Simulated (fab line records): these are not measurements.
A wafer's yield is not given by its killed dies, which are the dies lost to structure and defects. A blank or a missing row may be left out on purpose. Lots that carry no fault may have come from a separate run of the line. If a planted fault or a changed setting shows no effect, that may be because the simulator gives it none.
The tool behind it: which one? + flow gf180mcu + 11 lots with 33 wafers sampled at 2 steps, on a route of 602 steps

WHAT EACH GAUGE READ, for each wafer
GF_HV_LDD_THK_MEAS_57. Usual: for HV_LDD_CVD_56_THK the level is 90.2 nm and the standard deviation is 0.92.
| lot  | measured     | on            | HV_LDD_CVD_56_THK (nm)              | flag |
|------|--------------|---------------|-------------------------------------|------|
| L879 | day 12 15:23 | film-metro-01 | 89.3 89.9 90.3                      |      |
| L881 | day 13 01:56 | film-metro-01 | 88.0 88.9 88.8                      |      |
| L882 | day 13 09:48 | film-metro-02 | 90.2 89.9 89.8                      |      |
| L886 | day 14 21:18 | film-metro-03 | 89.5 88.8 89.3                      |      |
| L892 | day 17 02:26 | film-metro-01 | 100.5 102.0 101.4 100.6 102.0 101.3 | OFF  |
| L893 | day 17 05:41 | film-metro-03 | 101.7 101.8 101.7 101.6 101.9 101.8 | OFF  |
| L894 | day 17 17:21 | film-metro-02 | 90.8 89.8 90.3                      |      |
| L896 | day 18 07:44 | film-metro-01 | 90.7 91.3 91.4                      |      |
| L897 | day 18 13:35 | film-metro-02 | 89.9 90.0 90.1                      |      |
| L901 | day 19 19:14 | film-metro-03 | 90.5 89.5 89.3                      |      |
| L902 | day 20 07:41 | film-metro-03 | 89.3 90.1 90.3                      |      |

WHICH TOOL RAN EACH LOT (tool, then ch and the chambers of the sampled wafers, then the start)
| lot  | GF_HV_LDD_CVD_56            |
|------|-----------------------------|
| L879 | lpcvd-01 ch 1, day 12 13:56 |
| L881 | lpcvd-02 ch 0, day 13 00:31 |
| L882 | lpcvd-01 ch 1, day 13 08:21 |
| L886 | lpcvd-01 ch 0, day 14 19:51 |
| L892 | lpcvd-01 ch 0, day 17 01:00 |
| L893 | lpcvd-01 ch 0, day 17 04:15 |
| L894 | lpcvd-02 ch 1, day 17 15:54 |
| L896 | lpcvd-02 ch 1, day 18 06:17 |
| L897 | lpcvd-02 ch 0, day 18 12:10 |
| L901 | lpcvd-02 ch 0, day 19 17:48 |
| L902 | lpcvd-02 ch 0, day 20 06:15 |
- GF_HV_LDD_CVD_56: deposits Si3N4 from DCS/NH3, target thk 90 nm, time 1543 s.

AS READ BY THE TOOLS THEMSELVES (means over the sampled wafers that have a number; for cases with no such wafer, the mark the record gives instead)
GF_HV_LDD_CVD_56. Usual: spike-tc-centre-C 769.9 C, standard deviation 1.4; spike-tc-lower-C 770.2 C, standard deviation 1.6; spike-tc-upper-C 769.0 C, standard deviation 1.5; susceptor-temp-C 770.1 C, standard deviation 0.37.
| lot  | tool     | spike-tc-centre-C (C) | spike-tc-lower-C (C) | spike-tc-upper-C (C) | susceptor-temp-C (C) | flag |
|------|----------|-----------------------|----------------------|----------------------|----------------------|------|
| L879 | lpcvd-01 | 770.6                 | 769.8                | 770.7                | 769.8                |      |
| L881 | lpcvd-02 | 771.9                 | 769.0                | 767.4                | 769.8                |      |
| L882 | lpcvd-01 | 770.4                 | 769.8                | 769.6                | 769.8                |      |
| L886 | lpcvd-01 | 768.5                 | 772.0                | 769.3                | 769.9                |      |
| L892 | lpcvd-01 | 775.0                 | 778.0                | 775.7                | 776.0                | OFF  |
| L893 | lpcvd-01 | 774.5                 | 777.5                | 776.7                | 776.7                | OFF  |
| L894 | lpcvd-02 | 770.9                 | 771.3                | 769.3                | 769.7                |      |
| L896 | lpcvd-02 | 771.5                 | 771.3                | 769.7                | 770.5                |      |
| L897 | lpcvd-02 | 771.7                 | 767.2                | 767.4                | 769.9                |      |
| L901 | lpcvd-02 | 770.0                 | 769.3                | 766.4                | 769.7                |      |
| L902 | lpcvd-02 | 770.6                 | 768.2                | 767.6                | 770.3                |      |

THE ANSWER, worked out from the rows above alone
Rule: a lot is off if the mean of its wafers that have a number lies more than 3 standard deviations from the usual mean. Also off: a lot with no number at a reading for which 4 or more lots have one. All remaining lots with rows at the step are treated as sound. After the gauges, taken in route order, come the tools' own readings; for these a lot's mean is taken, as printed above. The first step at which some lot is off is used, and at that step the reading that is off furthest; a lot without a number counts as furthest.
Off: at GF_HV_LDD_THK_MEAS_57 (HV_LDD_CVD_56_THK), L892, L893.
A tool fits if, at a process step before that reading, it ran every lot that is off, and no sound lot after the first of them. Not tried: the gauges at GF_HV_LDD_THK_MEAS_57; whatever is off there is also off at GF_HV_LDD_CVD_56, on other tools, and gauge error can't account for it. One candidate fits, namely lpcvd-01 at GF_HV_LDD_CVD_56. Its last sound lot is L886 (day 14 19:51), its first lot that is off L892 (day 17 01:00): a fault that began between those two fits.
The tool's own readings at GF_HV_LDD_CVD_56 bear it out: on the lots that are off they differ by more than 5 times the standard deviation of the sound lots' means. spike-tc-lower-C reads 777.8 C there against 769.8 C on the sound lots; spike-tc-upper-C reads 776.2 C there against 768.6 C on the sound lots; susceptor-temp-C reads 776.4 C there against 769.9 C on the sound lots.

WHAT WAS PUT IN BY THE SIMULATOR
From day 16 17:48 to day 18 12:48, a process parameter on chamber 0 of lpcvd-01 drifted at GF_HV_LDD_CVD_56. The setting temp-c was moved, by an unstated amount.
Lots struck among those shown: L892, L893. This agrees with what the rule above found.
